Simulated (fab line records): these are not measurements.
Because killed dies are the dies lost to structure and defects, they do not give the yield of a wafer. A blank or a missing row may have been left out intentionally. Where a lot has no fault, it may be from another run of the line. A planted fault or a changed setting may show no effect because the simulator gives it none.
Chamber matching -- flow gf180mcu -- GF_M5_ETCH_09 on rie-diel-01: 4 sister chambers
The step etches Si3N4 in CF4/O2, target depth 52 nm, time 11.6 s. 8 wafers are shown with their chamber, then 7 later ones without.

## WAFERS, EACH WITH ITS CHAMBER
wafer,chamber,oes-product-au (a.u.),throttle-valve-pct (%)
L074.5,2,0.994,5.976
L080.3,3,1.015,5.979
L080.4,0,0.976,5.953
L082.2,0,0.979,5.977
L082.4,1,0.997,5.969
L082.5,1,1.005,5.981
L085.2,2,0.999,5.970
L085.3,3,1.009,5.955

## WAFERS WITH NO CHAMBER GIVEN
wafer,oes-product-au (a.u.),throttle-valve-pct (%)
L085.5,1.001,5.976
L086.2,0.999,5.976
L086.3,0.988,5.954
L086.5,0.989,5.944
L088.2,0.997,5.978
L088.4,0.994,5.972
L088.5,0.988,5.979

## EACH ONE'S CHAMBER
wafer,from the rows above,in truth
L085.5,can't be placed: 1 or 2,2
L086.2,can't be placed: 1 or 2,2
L086.3,can't be placed: 2 or 0 or 1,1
L086.5,can't be placed: 2 or 0 or 1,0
L088.2,can't be placed: 2 or 1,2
L088.4,can't be placed: 2 or 1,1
L088.5,can't be placed: 2 or 0 or 1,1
Correct placement for 0 of the 7. Not placeable from these rows: 7 (in 7, the candidates include the true chamber). 0 placed wrongly.
How it was worked out, from the rows above alone: a wafer's distance from a chamber is the root of the sum, over the readings, of the square of ((its reading less the chamber's mean) divided by the reading's scatter). The wafer belongs to the nearest chamber; if the next one is less than 2 further off, it can't be placed. For every chamber, the mean is computed from those of its wafers that are shown. The scatter is the square root of a quotient: the sum, over the shown wafers, of each reading's squared deviation from its chamber's mean, divided by wafers minus chambers.
